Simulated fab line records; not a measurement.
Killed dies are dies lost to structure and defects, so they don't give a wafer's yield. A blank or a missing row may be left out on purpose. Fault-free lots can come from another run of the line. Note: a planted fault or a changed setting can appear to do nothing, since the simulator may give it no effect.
fab line records	flow gf180mcu
record: lots: 24	wafers: 72	last-day: 34
route steps=602 shown HV_LDD@222 CONTACT@311 V3@431 V4@481 PASSIVATION@598
lots that met no fault: from a run of the same line without faults
start-h: hours from the record's opening day to when the first of the lot's shown wafers began	wait-h: how many hours have passed since the lot's step before this one	" repeats the value in the row above	L1.1+2: several wafers, shown together as one row	- no value, or no start given	* or withheld: withheld	< > ~ a bound
route shown NAME@n: NAME is a module with steps in the file, n the number in the route of the first one	usual: average and standard deviation across the fault-free wafers	same: alike in all rows	chamber/n: place in a boat	sites: the reading at each site	_std_site: the standard deviation of these	_edge_site: outer sites' mean less inner sites'	radius-mm: for every site, how far away it sits from the centre of the wafer	mask NAME#n: copy n	behind: tool/chamber where the wafer was last shaped	hold: cause of the lot's hold/its duration in hours/its outcome	device: whichever transistor did not switch (one of n, p or np)	end of line: at the end of the route, the tests of the same wafers	step lacking rows: just its recipe	killed: at the first sort, the dies lost to defects and structure; wafer yield is something else	map: a wafer's dies, marking killed ones x, the rest . and places with no die _
set.NAME: the setting that was run; set.NAME@STEP: the one run at that earlier step	model.NAME: the simulator's own value behind a step, which no gauge read
a sample of lots followed through the steps of the route, with each step as a table and each wafer as a row
services: the hour from which a tool's chamber was out of use, counted from the record's first day as start-h (under 0 if before that day), plus the number of hours and why
== steps ==
step: GF_HV_LDD_CD_MEAS_46
recipe: target-cd-nm: 400
usual: cd-nm: 400.2/2.3
lot.wafer	tool	chamber	start-h	wait-h	cd-nm
L074.1	cd-sem-02	-	278.92	0.1	399.2
L074.3	"	-	"	"	397.4
L074.5	"	-	"	"	398.7
L075.2	cd-sem-02	-	280.75	0.1	402.0
L075.3	"	-	"	"	400.7
L075.5	"	-	"	"	400.9
L076.1	cd-sem-02	-	286.12	0.1	400.8
L076.3	"	-	"	"	400.8
L076.6	"	-	"	"	400.4
L077.4	cd-sem-02	-	292.89	0.1	401.1
L077.5	"	-	"	"	399.3
L077.6	"	-	"	"	399.4
L078.1	cd-sem-01	-	305.03	0.1	402.9
L078.2	"	-	"	"	402.7
L078.6	"	-	"	"	403.0
L079.4	cd-sem-02	-	309.79	0.1	396.8
L079.5	"	-	"	"	399.4
L079.6	"	-	"	"	395.7
L080.4	cd-sem-01	-	326.14	0.1	404.9
L080.5	"	-	"	"	403.9
L080.6	"	-	"	"	404.0
L081.1	cd-sem-01	-	335.98	0.1	400.3
L081.3	"	-	"	"	399.6
L081.5	"	-	"	"	398.6
L082.3	cd-sem-02	-	342.97	0.1	400.8
L082.5	"	-	"	"	399.8
L082.6	"	-	"	"	401.2
L083.3	cd-sem-02	-	347.27	0.1	398.9
L083.4	"	-	"	"	397.1
L083.5	"	-	"	"	399.5
L084.1	cd-sem-01	-	363.38	0.1	399.7
L084.5	"	-	"	"	398.0
L084.6	"	-	"	"	400.6
L085.1	cd-sem-01	-	369.23	0.1	397.3
L085.2	"	-	"	"	397.9
L085.4	"	-	"	"	399.0
L086.1	cd-sem-02	-	371.58	0.1	401.5
L086.2	"	-	"	"	401.3
L086.5	"	-	"	"	400.2
L087.2	cd-sem-02	-	377.00	0.1	397.1
L087.4	"	-	"	"	397.1
L087.6	"	-	"	"	398.9
L088.1	cd-sem-02	-	391.11	0.1	400.4
L088.5	"	-	"	"	403.1
L088.6	"	-	"	"	402.6
L089.2	cd-sem-01	-	404.88	0.1	401.8
L089.4	"	-	"	"	400.8
L089.6	"	-	"	"	399.8
L091.4	cd-sem-02	-	416.17	0.1	396.6
L091.5	"	-	"	"	401.7
L091.6	"	-	"	"	400.6
L090.1	cd-sem-01	-	416.38	0.1	402.0
L090.4	"	-	"	"	399.9
L090.5	"	-	"	"	399.2
L092.3	cd-sem-02	-	420.05	0.1	398.3
L092.4	"	-	"	"	398.7
L092.6	"	-	"	"	403.1
L093.1	cd-sem-01	-	430.73	0.1	404.5
L093.4	"	-	"	"	405.7
L093.6	"	-	"	"	404.7
L094.1	cd-sem-01	-	431.16	0.1	401.1
L094.4	"	-	"	"	402.8
L094.5	"	-	"	"	401.4
L095.2	cd-sem-01	-	447.08	0.1	399.7
L095.4	"	-	"	"	397.0
L095.5	"	-	"	"	398.9
L096.3	cd-sem-02	-	455.07	0.1	399.6
L096.4	"	-	"	"	401.6
L096.5	"	-	"	"	400.3
L097.1	cd-sem-01	-	456.43	0.1	396.8
L097.2	"	-	"	"	396.0
L097.5	"	-	"	"	395.3
step: GF_CONTACT_CVD_24
recipe: material: W	target-thk-nm: 300	time-s: 90.339	temp-c: 400	pressure-torr: 40
usual: heater-power-w: 892/84	susceptor-temp-C: 399.99/0.19
lot.wafer	tool	chamber	start-h	wait-h	heater-power-w	susceptor-temp-C
L074.1	cvd-w-02	1	369.65	0.0	1009	400.47
L074.3	"	0	"	"	791	400.25
L074.5	"	0	"	"	814	400.25
L075.2	cvd-w-02	1	374.25	0.0	1003	400.16
L075.3	"	0	"	"	792	399.89
L075.5	"	0	"	"	794	400.06
L076.1	cvd-w-02	1	376.15	0.0	990	399.89
L076.3	"	0	"	"	814	400.01
L076.6	"	1	"	"	1004	399.92
L077.4	cvd-w-02	1	384.27	0.1	1038	399.92
L077.5	"	1	"	"	1005	399.94
L077.6	"	0	"	"	806	400.01
L078.1	cvd-w-01	0	399.36	0.0	830	400.05
L078.2	"	1	"	"	986	399.87
L078.6	"	0	"	"	824	400.01
L079.4	cvd-w-01	1	406.10	0.1	977	400.22
L079.5	"	1	"	"	952	399.95
L079.6	"	0	"	"	808	399.70
L080.4	cvd-w-02	1	423.41	0.1	942	400.15
L080.5	"	1	"	"	945	399.95
L080.6	"	0	"	"	816	399.94
L081.1	cvd-w-01	1	433.40	0.0	964	399.88
L081.3	"	1	"	"	1012	399.79
L081.5	"	0	"	"	809	400.19
L082.3	cvd-w-02	0	440.86	0.1	802	400.11
L082.5	"	1	"	"	956	399.89
L082.6	"	0	"	"	799	399.57
L083.3	cvd-w-01	1	445.01	0.1	1002	399.67
L083.4	"	0	"	"	814	399.77
L083.5	"	0	"	"	826	399.92
L084.1	cvd-w-01	0	463.74	0.0	805	400.30
L084.5	"	0	"	"	811	399.98
L084.6	"	1	"	"	1013	400.00
L085.1	cvd-w-02	0	469.96	0.0	786	400.25
L085.2	"	0	"	"	812	400.28
L085.4	"	0	"	"	803	399.91
L086.1	cvd-w-01	0	474.64	0.0	832	399.88
L086.2	"	1	"	"	971	400.16
L086.5	"	0	"	"	834	399.85
L087.2	cvd-w-02	0	478.54	0.1	797	400.00
L087.4	"	0	"	"	808	400.04
L087.6	"	0	"	"	797	399.84
L088.1	cvd-w-01	0	494.62	0.0	834	399.88
L088.5	"	0	"	"	837	399.62
L088.6	"	1	"	"	971	399.81
L089.2	cvd-w-01	0	506.05	0.0	807	399.79
L089.4	"	1	"	"	1008	400.10
L089.6	"	0	"	"	820	399.96
L091.4	cvd-w-01	1	518.03	0.1	949	399.93
L091.5	"	0	"	"	857	400.20
L091.6	"	1	"	"	984	399.73
L090.1	cvd-w-01	1	521.59	0.0	997	400.04
L090.4	"	1	"	"	1010	400.22
L090.5	"	0	"	"	837	400.12
L092.3	cvd-w-02	0	522.34	0.1	794	399.90
L092.4	"	1	"	"	968	399.96
L092.6	"	0	"	"	813	399.84
L093.1	cvd-w-01	0	533.45	0.0	834	399.93
L093.4	"	1	"	"	1011	400.18
L093.6	"	0	"	"	816	399.55
L094.1	cvd-w-02	1	533.66	0.0	941	399.98
L094.4	"	1	"	"	927	400.49
L094.5	"	0	"	"	793	399.97
L095.2	cvd-w-01	0	547.65	0.0	835	400.08
L095.4	"	1	"	"	987	399.73
L095.5	"	0	"	"	837	400.09
L096.3	cvd-w-01	1	554.34	0.1	983	399.87
L096.4	"	0	"	"	838	399.77
L096.5	"	0	"	"	852	399.99
L097.1	cvd-w-02	1	555.56	0.0	952	399.85
L097.2	"	0	"	"	796	400.03
L097.5	"	0	"	"	820	400.09
step: GF_V3_CVD_02
recipe: material: SiO2	target-thk-nm: 850	precursor: TEOS	temp-c: 400	time-s: 94.851	rf-w: 600
usual: heater-power-w: 678/110	susceptor-temp-C: 400.02/0.22
lot.wafer	tool	chamber	start-h	wait-h	heater-power-w	susceptor-temp-C
L074.1	pecvd-03	2	497.29	0.1	567	399.64
L074.3	"	0	"	"	846	400.11
L074.5	"	1	"	"	604	399.92
L075.2	pecvd-03	0	501.28	0.0	970	399.58
L075.3	"	1	"	"	607	400.16
L075.5	"	1	"	"	645	400.18
L076.1	pecvd-04	0	503.32	0.1	655	400.17
L076.3	"	1	"	"	558	399.97
L076.6	"	2	"	"	660	400.03
L077.4	pecvd-01	0	511.19	0.1	556	399.87
L077.5	"	2	"	"	742	400.23
L077.6	"	1	"	"	686	400.04
L078.1	pecvd-04	2	526.77	0.1	746	400.18
L078.2	"	1	"	"	629	400.20
L078.6	"	2	"	"	585	399.75
L079.4	pecvd-04	2	532.94	0.1	720	399.90
L079.5	"	1	"	"	511	400.27
L079.6	"	0	"	"	713	399.98
L080.4	pecvd-04	0	549.47	0.1	682	400.08
L080.5	"	1	"	"	596	400.11
L080.6	"	2	"	"	735	399.68
L081.1	pecvd-01	2	558.54	0.1	713	399.88
L081.3	"	0	"	"	682	399.96
L081.5	"	2	"	"	758	400.03
L082.3	pecvd-01	2	566.86	0.0	615	399.93
L082.5	"	1	"	"	684	400.07
L082.6	"	0	"	"	694	399.66
L083.3	pecvd-01	0	569.73	0.0	642	400.20
L083.4	"	1	"	"	646	399.88
L083.5	"	0	"	"	700	400.36
L084.1	pecvd-01	1	585.33	0.1	635	399.79
L084.5	"	2	"	"	603	399.98
L084.6	"	0	"	"	704	399.62
L085.1	pecvd-04	0	591.48	0.1	597	400.27
L085.2	"	1	"	"	625	399.94
L085.4	"	0	"	"	671	399.71
L086.1	pecvd-03	1	595.28	0.1	657	400.09
L086.2	"	2	"	"	507	400.10
L086.5	"	1	"	"	532	400.10
L087.2	pecvd-04	0	599.73	0.0	698	400.39
L087.4	"	1	"	"	520	400.15
L087.6	"	0	"	"	734	400.22
L088.1	pecvd-01	1	611.83	0.1	595	399.81
L088.5	"	2	"	"	609	399.87
L088.6	"	0	"	"	677	400.18
L089.2	pecvd-03	1	620.73	0.0	657	400.05
L089.4	"	1	"	"	666	399.88
L089.6	"	0	"	"	946	400.13
L091.4	pecvd-03	0	633.00	0.1	941	400.36
L091.5	"	1	"	"	581	400.01
L091.6	"	0	"	"	989	400.30
L090.1	pecvd-03	1	635.12	0.1	628	400.22
L090.4	"	0	"	"	969	400.03
L090.5	"	1	"	"	540	400.05
L092.3	pecvd-04	2	635.57	0.0	604	399.67
L092.4	"	1	"	"	641	399.79
L092.6	"	0	"	"	723	400.46
L093.1	pecvd-01	2	645.78	0.1	676	400.20
L093.4	"	0	"	"	630	400.29
L093.6	"	2	"	"	698	400.08
L094.1	pecvd-03	1	647.40	0.1	621	399.65
L094.4	"	1	"	"	665	399.69
L094.5	"	2	"	"	580	399.92
L095.2	pecvd-01	0	658.53	0.0	645	399.94
L095.4	"	1	"	"	725	400.02
L095.5	"	2	"	"	752	400.19
L096.3	pecvd-04	1	665.08	0.0	577	400.03
L096.4	"	2	"	"	578	400.45
L096.5	"	1	"	"	619	400.55
L097.1	pecvd-01	1	665.40	0.1	630	400.32
L097.2	"	2	"	"	730	399.96
L097.5	"	2	"	"	734	400.32
step: GF_V4_BOW_MEAS_05
recipe: mode: bow
usual: V4_BOW: 135/8.7
lot.wafer	tool	chamber	start-h	wait-h	V4_BOW[um]
L074.1	film-metro-03	-	547.32	0.1	136
L074.3	"	-	"	"	146
L074.5	"	-	"	"	141
L075.2	film-metro-01	-	550.96	0.1	128
L075.3	"	-	"	"	131
L075.5	"	-	"	"	127
L076.1	film-metro-04	-	552.70	0.2	133
L076.3	"	-	"	"	128
L076.6	"	-	"	"	119
L077.4	film-metro-04	-	560.26	0.3	131
L077.5	"	-	"	"	135
L077.6	"	-	"	"	139
L078.1	film-metro-01	-	574.47	0.3	116
L078.2	"	-	"	"	130
L078.6	"	-	"	"	141
L079.4	film-metro-03	-	579.91	0.3	139
L079.5	"	-	"	"	146
L079.6	"	-	"	"	153
L080.4	film-metro-01	-	595.65	0.2	136
L080.5	"	-	"	"	124
L080.6	"	-	"	"	132
L081.1	film-metro-01	-	603.65	0.2	134
L081.3	"	-	"	"	133
L081.5	"	-	"	"	149
L082.3	film-metro-01	-	611.93	0.2	135
L082.5	"	-	"	"	137
L082.6	"	-	"	"	144
L083.3	film-metro-01	-	615.49	0.2	134
L083.4	"	-	"	"	120
L083.5	"	-	"	"	139
L084.1	film-metro-01	-	631.18	0.2	150
L084.5	"	-	"	"	152
L084.6	"	-	"	"	155
L085.1	film-metro-04	-	635.53	0.1	142
L085.2	"	-	"	"	141
L085.4	"	-	"	"	137
L086.1	film-metro-01	-	639.03	0.1	131
L086.2	"	-	"	"	135
L086.5	"	-	"	"	126
L087.2	film-metro-03	-	643.68	0.3	135
L087.4	"	-	"	"	139
L087.6	"	-	"	"	153
L088.1	film-metro-03	-	655.76	0.1	138
L088.5	"	-	"	"	141
L088.6	"	-	"	"	134
L089.2	film-metro-03	-	663.88	0.1	146
L089.4	"	-	"	"	137
L089.6	"	-	"	"	147
L091.4	film-metro-01	-	676.03	0.3	121
L091.5	"	-	"	"	129
L091.6	"	-	"	"	137
L090.1	film-metro-01	-	678.49	0.2	141
L090.4	"	-	"	"	130
L090.5	"	-	"	"	151
L092.3	film-metro-04	-	679.28	0.2	131
L092.4	"	-	"	"	130
L092.6	"	-	"	"	131
L093.1	film-metro-01	-	689.09	0.2	127
L093.4	"	-	"	"	123
L093.6	"	-	"	"	127
L094.1	film-metro-01	-	689.40	0.1	128
L094.4	"	-	"	"	141
L094.5	"	-	"	"	138
L095.2	film-metro-01	-	701.11	0.3	135
L095.4	"	-	"	"	138
L095.5	"	-	"	"	123
L096.3	film-metro-01	-	706.53	0.2	130
L096.4	"	-	"	"	140
L096.5	"	-	"	"	133
L097.1	film-metro-04	-	706.94	0.2	136
L097.2	"	-	"	"	139
L097.5	"	-	"	"	125
step: GF_V4_RS_MEAS_24
recipe: thk-meas-gauge: four-point-probe	reads: W_of_V4_CVD_23+TiN_of_V4_SPUTTER_22+Ti_of_V4_SPUTTER_21
usual: V4_W_RS: 0.324/0.0053
lot.wafer	tool	chamber	start-h	wait-h	V4_W_RS[ohm/sq]
L074.1	film-metro-04	-	570.16	0.1	0.327
L074.3	"	-	"	"	0.324
L074.5	"	-	"	"	0.327
L075.2	film-metro-04	-	574.35	0.1	0.320
L075.3	"	-	"	"	0.319
L075.5	"	-	"	"	0.324
L076.1	film-metro-01	-	576.11	0.1	0.326
L076.3	"	-	"	"	0.322
L076.6	"	-	"	"	0.328
L077.4	film-metro-01	-	583.02	0.1	0.322
L077.5	"	-	"	"	0.319
L077.6	"	-	"	"	0.319
L078.1	film-metro-03	-	596.95	0.1	0.324
L078.2	"	-	"	"	0.331
L078.6	"	-	"	"	0.323
L079.4	film-metro-04	-	601.95	0.1	0.316
L079.5	"	-	"	"	0.320
L079.6	"	-	"	"	0.318
L080.4	film-metro-03	-	617.54	0.1	0.333
L080.5	"	-	"	"	0.330
L080.6	"	-	"	"	0.334
L081.1	film-metro-03	-	625.06	0.1	0.318
L081.3	"	-	"	"	0.316
L081.5	"	-	"	"	0.319
L082.3	film-metro-01	-	633.23	0.1	0.321
L082.5	"	-	"	"	0.324
L082.6	"	-	"	"	0.323
L083.3	film-metro-03	-	636.34	0.1	0.321
L083.4	"	-	"	"	0.324
L083.5	"	-	"	"	0.322
L084.1	film-metro-03	-	651.86	0.1	0.323
L084.5	"	-	"	"	0.324
L084.6	"	-	"	"	0.325
L085.1	film-metro-03	-	656.54	0.1	0.323
L085.2	"	-	"	"	0.318
L085.4	"	-	"	"	0.321
L086.1	film-metro-04	-	659.71	0.1	0.324
L086.2	"	-	"	"	0.332
L086.5	"	-	"	"	0.321
L087.2	film-metro-01	-	664.31	0.1	0.317
L087.4	"	-	"	"	0.318
L087.6	"	-	"	"	0.319
L088.1	film-metro-04	-	676.11	0.1	0.320
L088.5	"	-	"	"	0.322
L088.6	"	-	"	"	0.323
L089.2	film-metro-01	-	684.12	0.1	0.324
L089.4	"	-	"	"	0.332
L089.6	"	-	"	"	0.331
L091.4	film-metro-04	-	695.97	0.1	0.321
L091.5	"	-	"	"	0.321
L091.6	"	-	"	"	0.325
L090.1	film-metro-01	-	698.75	0.1	0.319
L090.4	"	-	"	"	0.321
L090.5	"	-	"	"	0.320
L092.3	film-metro-01	-	699.04	0.1	0.334
L092.4	"	-	"	"	0.326
L092.6	"	-	"	"	0.335
L093.1	film-metro-03	-	708.12	0.1	0.315
L093.4	"	-	"	"	0.322
L093.6	"	-	"	"	0.322
L094.1	film-metro-03	-	708.30	0.1	0.327
L094.4	"	-	"	"	0.334
L094.5	"	-	"	"	0.335
L095.2	film-metro-03	-	720.00	0.1	0.325
L095.4	"	-	"	"	0.328
L095.5	"	-	"	"	0.322
L096.3	film-metro-04	-	725.60	0.1	0.321
L096.4	"	-	"	"	0.320
L096.5	"	-	"	"	0.322
L097.1	film-metro-04	-	725.85	0.1	0.328
L097.2	"	-	"	"	0.338
L097.5	"	-	"	"	0.330
step: GF_PASSIVATION_ETCH_11
recipe: chemistry: CF4/O2	target-depth-nm: 2040	stop-on: TiN	source-w: 800	bias-w: 150	pressure-mtorr: 150	cf4-flow-sccm: 80	O2_flow_sccm: 10	time-s: 453.3
usual: drypump-motor-current-A: 5.7/0.43	oes-product-au: 0.991/0.0054	throttle-valve-pct: 5.969/0.009
lot.wafer	tool	chamber	start-h	wait-h	drypump-motor-current-A	oes-product-au	rf-hours-counter-h	throttle-valve-pct
L074.1	rie-diel-03	3	674.98	-	5.4	0.985	8	5.942
L074.3	"	0	"	"	5.8	0.989	24	5.966
L074.5	"	1	"	"	6.3	0.991	-	5.950
L075.2	rie-diel-02	1	681.37	-	5.1	0.989	4	5.967
L075.3	"	0	"	"	5.4	0.997	11	5.965
L075.5	"	2	"	"	5.8	0.988	-	5.961
L076.1	rie-diel-01	0	682.27	-	6.6	0.998	1	5.959
L076.3	"	2	"	"	5.9	0.988	20	5.973
L076.6	"	0	"	"	6.5	0.986	-	5.970
L077.4	rie-diel-02	2	689.27	-	5.8	0.994	10	5.976
L077.5	"	1	"	"	5.1	0.993	-	5.974
L077.6	"	0	"	"	5.4	0.993	-	5.988
L078.1	rie-diel-03	1	701.22	-	6.2	0.985	13	5.976
L078.2	"	0	"	"	5.7	0.988	24	5.972
L078.6	"	1	"	"	6.2	0.984	-	5.959
L079.4	rie-diel-02	1	706.16	-	5.1	0.989	-	5.992
L079.5	"	1	"	"	5.1	0.987	-	5.963
L079.6	"	3	"	"	5.9	0.990	-	5.966
L080.4	rie-diel-03	2	719.37	-	6.3	0.997	0	5.966
L080.5	"	2	"	"	6.3	1.002	-	5.955
L080.6	"	1	"	"	6.2	1.001	-	5.977
L081.1	rie-diel-02	1	725.23	-	5.1	0.993	7	5.966
L081.3	"	3	"	"	5.9	0.984	5	5.984
L081.5	"	2	"	"	5.8	0.981	-	5.965
L082.3	rie-diel-02	2	732.83	-	5.8	0.989	12	5.974
L082.5	"	2	"	"	5.8	0.984	-	5.971
L082.6	"	1	"	"	5.1	0.992	-	5.980
L083.3	rie-diel-01	1	735.22	-	5.3	0.998	27	5.984
L083.4	"	0	"	"	6.5	1.001	4	5.954
L083.5	"	1	"	"	5.3	0.994	-	5.976
L084.1	rie-diel-03	1	748.13	-	6.3	0.989	15	5.982
L084.5	"	0	"	"	5.7	0.993	-	5.958
L084.6	"	3	"	"	5.4	0.983	-	5.976
L085.1	rie-diel-01	3	752.98	-	5.5	1.000	11	5.974
L085.2	"	1	"	"	5.3	0.989	28	5.965
L085.4	"	0	"	"	6.5	0.992	4	5.972
L086.1	rie-diel-01	2	753.68	-	5.9	0.988	24	5.970
L086.2	"	0	"	"	6.5	0.989	5	5.976
L086.5	"	2	"	"	5.9	0.993	-	5.967
L087.2	rie-diel-03	3	757.87	-	5.4	0.992	12	5.969
L087.4	"	3	"	"	5.4	0.985	-	5.977
L087.6	"	0	"	"	5.7	0.988	-	5.954
L088.1	rie-diel-01	1	769.42	-	5.3	0.996	29	5.967
L088.5	"	0	"	"	6.5	0.986	-	5.981
L088.6	"	1	"	"	5.3	0.987	-	5.965
L089.2	rie-diel-01	3	774.08	-	5.5	0.996	12	5.976
L089.4	"	1	"	"	5.3	1.001	29	5.972
L089.6	"	0	"	"	6.6	0.985	-	5.962
L091.4	rie-diel-01	2	788.01	-	5.9	0.992	-	5.965
L091.5	"	3	"	"	5.5	0.992	-	5.982
L091.6	"	1	"	"	5.3	0.996	-	5.972
L090.1	rie-diel-02	0	788.93	-	5.4	0.990	14	5.977
L090.4	"	3	"	"	5.9	0.987	8	5.960
L090.5	"	3	"	"	5.9	0.981	-	5.976
L092.3	rie-diel-02	0	789.63	-	5.4	0.985	15	5.973
L092.4	"	3	"	"	5.9	0.987	8	5.970
L092.6	"	0	"	"	5.4	0.987	-	5.962
L093.1	rie-diel-03	1	798.37	-	6.3	0.981	17	5.976
L093.4	"	2	"	"	6.3	0.984	5	5.964
L093.6	"	0	"	"	5.8	0.988	-	5.984
L094.1	rie-diel-02	1	798.78	-	5.2	0.991	11	5.976
L094.4	"	0	"	"	5.4	0.990	15	5.971
L094.5	"	1	"	"	5.1	0.994	-	5.954
L095.2	rie-diel-02	2	805.38	-	5.9	0.981	16	5.961
L095.4	"	0	"	"	5.4	0.990	15	5.969
L095.5	"	1	"	"	5.1	0.992	-	5.968
L096.3	rie-diel-03	0	809.53	-	5.7	0.993	30	5.951
L096.4	"	1	"	"	6.2	0.991	18	5.955
L096.5	"	1	"	"	6.2	0.992	-	5.975
L097.1	rie-diel-01	2	810.97	-	5.9	0.992	26	5.974
L097.2	"	3	"	"	5.5	0.992	14	5.970
L097.5	"	3	"	"	5.5	0.990	-	5.975
== services ==
tool	chamber	start-h	hours	kind
rie-diel-02	2	346.92	1.8	repair
rie-diel-02	-	358.39	14.6	pm
cvd-w-01	-	369.79	15.6	repair
cvd-w-01	-	375.71	3.8	repair
pecvd-01	1	386.87	5.6	repair
rie-diel-02	3	388.39	5.8	repair
cvd-w-02	-	390.00	14.0	pm
cvd-w-02	-	404.00	2.8	pm
pecvd-01	-	424.71	2.8	pm
cvd-w-02	0	448.75	17.5	repair
cvd-w-02	1	456.06	22.6	repair
pecvd-01	-	467.84	0.5	repair
cvd-w-02	-	492.55	6.2	repair
pecvd-01	-	501.42	6.0	pm
rie-diel-02	2	519.87	6.1	repair
rie-diel-02	0	565.03	6.1	repair
cvd-w-02	-	575.72	1.5	repair
cvd-w-02	0	609.66	40.0	repair
cvd-w-02	1	630.67	8.5	repair
cvd-w-01	-	688.49	2.2	repair
cvd-w-02	-	690.55	0.4	repair
cvd-w-01	1	703.54	2.7	repair
cvd-w-02	1	776.75	5.8	repair
cvd-w-02	-	794.05	6.9	pm
== key ==
fault none
